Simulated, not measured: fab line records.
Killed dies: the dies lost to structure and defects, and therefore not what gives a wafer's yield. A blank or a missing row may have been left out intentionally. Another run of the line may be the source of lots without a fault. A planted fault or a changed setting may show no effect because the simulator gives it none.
Comparing a struck lot with a sound one :: flow sky130 :: 36 out of 708 route steps
Sound: the wafers L533.1, L533.2, L533.3. The struck wafers were L537.2, L537.3, L537.5. The cause is named last.
Each step with rows lists, per side, the tool, then ch with its chambers, then its first start. Under that, the readings that differ: sound wafers :: struck wafers :: difference of the means :: sigmas: that difference in standard deviations of wafers without a fault.
alike: readings with means less than 2 such deviations apart, plus words and numbers identical on both sides. not compared: withheld readings, readings lacking a value on some wafer, bounds such as >300 that could conceal the same value, and numbers that have no deviation in the record and whose values overlap.
Wherever a step has rows on one side only, a row that says differs or no value, or a row with sigmas, the two part there. Non-overlapping numbers with no deviation appear without sigmas and do not part them. Lack of a reading on every wafer of one side parts them only where that side has two or more wafers.

first, 6 steps without rows for these wafers: SKY_PWDE_HMDS_01 (prime time 60 s); SKY_PWDE_COAT_02 (resist thk 3000 nm); SKY_PWDE_SOFTBAKE_03; SKY_PWDE_EXPOSE_04 (exposes mask PWDEM, target cd 840 nm); SKY_PWDE_PEB_05; SKY_PWDE_DEVELOP_06 (develop time 60 s).
SKY_PWDE_OVL_MEAS_07:
  sound on overlay-01 at day 5 19:15; struck on overlay-01 at day 6 11:57
  alike: PWDE_OVL
next, for these wafers, 1 step has no rows: SKY_PWDE_IMPLANT_08.
SKY_PWDE_STRIP_09: strips in O2/N2.
  sound on plasma_asher-04 ch 0,1, day 5 19:26; struck on plasma_asher-04 ch 0,1, day 6 12:08
  alike: drypump_motor_current_A, oes_product_au, strip_time_to_endpoint_s
  not compared: rf_hours_counter_h
SKY_PWDE_TW_MEAS_10:
  sound on film_metro-01 at day 5 19:32; struck on film_metro-04 at day 6 12:14
  alike: PWDE_TW
then, 2 steps without rows for these wafers: SKY_NWELL_DEHYDRATE_03 (time 60 s); SKY_NWELL_HMDS_04 (prime time 60 s).
SKY_NWELL_COAT_05: resist thk 3000 nm.
  sound on litho_track-02 ch 0, day 6 04:15; struck on litho_track-03, day 6 21:22
  no value came back on the struck wafers for chill_plate_temp_C (C), dispense_pressure_kPa (kPa), exhaust_pa (Pa), resist_line_temp_C (C); on the sound wafers chill_plate_temp_C (C) reads 23.04 23.10 23.01
then, 4 steps without rows for these wafers: SKY_NWELL_SOFTBAKE_06; SKY_NWELL_EXPOSE_07 (exposes mask NWM, target cd 840 nm); SKY_NWELL_PEB_08; SKY_NWELL_DEVELOP_09 (develop time 60 s).
SKY_NWELL_OVL_MEAS_10:
  sound on overlay-02 at day 6 13:15; struck on overlay-02 at day 7 06:52
reading: NWELL_00_OVL (nm)
sound: 1.3 -1.2 0.7
struck: - - -
difference: no value on the struck wafers
sigmas: 
then, 3 steps without rows for these wafers: SKY_NWELL_IMPLANT_11; SKY_NWELL_IMPLANT_12; SKY_NWELL_IMPLANT_13.
SKY_NWELL_STRIP_14: strips in O2/N2.
  sound on plasma_asher-04 ch 0,1, day 6 13:44; struck on plasma_asher-04 ch 0, day 7 07:21
  no value came back on the struck wafers for oes_product_au (a.u.), strip_time_to_endpoint_s (s); on the sound wafers oes_product_au (a.u.) reads 0.731 0.723 0.729
  alike: drypump_motor_current_A
  not compared: rf_hours_counter_h
SKY_NWELL_TW_MEAS_15:
  sound on film_metro-02 at day 6 13:50; struck on film_metro-04 at day 7 07:28
reading: NWELL_TW
sound: 1806 1810 1803
struck: 1849 1849 1847
difference: +42
sigmas: +2
then, 7 steps without rows for these wafers: SKY_NWELL_DEHYDRATE_16 (time 60 s); SKY_NWELL_HMDS_17 (prime time 60 s); SKY_NWELL_COAT_18 (resist thk 3000 nm); SKY_NWELL_SOFTBAKE_19; SKY_NWELL_EXPOSE_20 (exposes mask NWM COMPLEMENT, target cd 840 nm); SKY_NWELL_PEB_21; SKY_NWELL_DEVELOP_22 (develop time 60 s).
SKY_NWELL_OVL_MEAS_23:
  sound on overlay-01 at day 7 09:31; struck on overlay-02 at day 8 03:26
  alike: NWELL_01_OVL
next, for these wafers, 1 step has no rows: SKY_NWELL_IMPLANT_24.
SKY_NWELL_STRIP_25: strips in O2/N2.
  sound on plasma_asher-04 ch 0,1, day 7 09:42; struck on plasma_asher-02 ch 0, day 8 03:37
  alike: drypump_motor_current_A, oes_product_au, strip_time_to_endpoint_s
  not compared: rf_hours_counter_h
SKY_NWELL_TW_MEAS_26:
  sound on film_metro-04 at day 7 09:48; struck on film_metro-02 at day 8 03:44
reading: NWELL_2_TW
sound: 502 502 501
struck: 1809 1797 1806
difference: +1302
sigmas: +99 or more
then, 1 step without rows for these wafers: SKY_NWELL_CLEAN_27 (cleans in SC1/SC2, time 150 s).
-- the record jumps here: 41 days lie between the struck wafers' starts before and after (it left off in module NWELL and takes up again in module PAD_OPEN, whose first step shown is number 708 of the route) --
SKY_PAD_OPEN_PROBE_99:
  sound on prober-01 at day 48 00:20; struck on prober-01 at day 48 16:37
reading: killed_at_front_end
sound: 19 21 11
struck: 419 420 429
difference: +406
sigmas: +90

reading: killed_dies
sound: 78 98 79
struck: 492 492 492
difference: +407
sigmas: +44

reading: killed_on_rim
sound: 13 21 15
struck: 96 96 96
difference: +80
sigmas: +23
  alike: killed_at_M0_to_M3, killed_at_M4_up, killed_at_contacts, killed_at_other, killed_open, killed_short

== WHERE THEY PART ==
Last at SKY_PAD_OPEN_PROBE_99 as far as this record goes, first at SKY_NWELL_COAT_05.

WHY: what the simulator had put in
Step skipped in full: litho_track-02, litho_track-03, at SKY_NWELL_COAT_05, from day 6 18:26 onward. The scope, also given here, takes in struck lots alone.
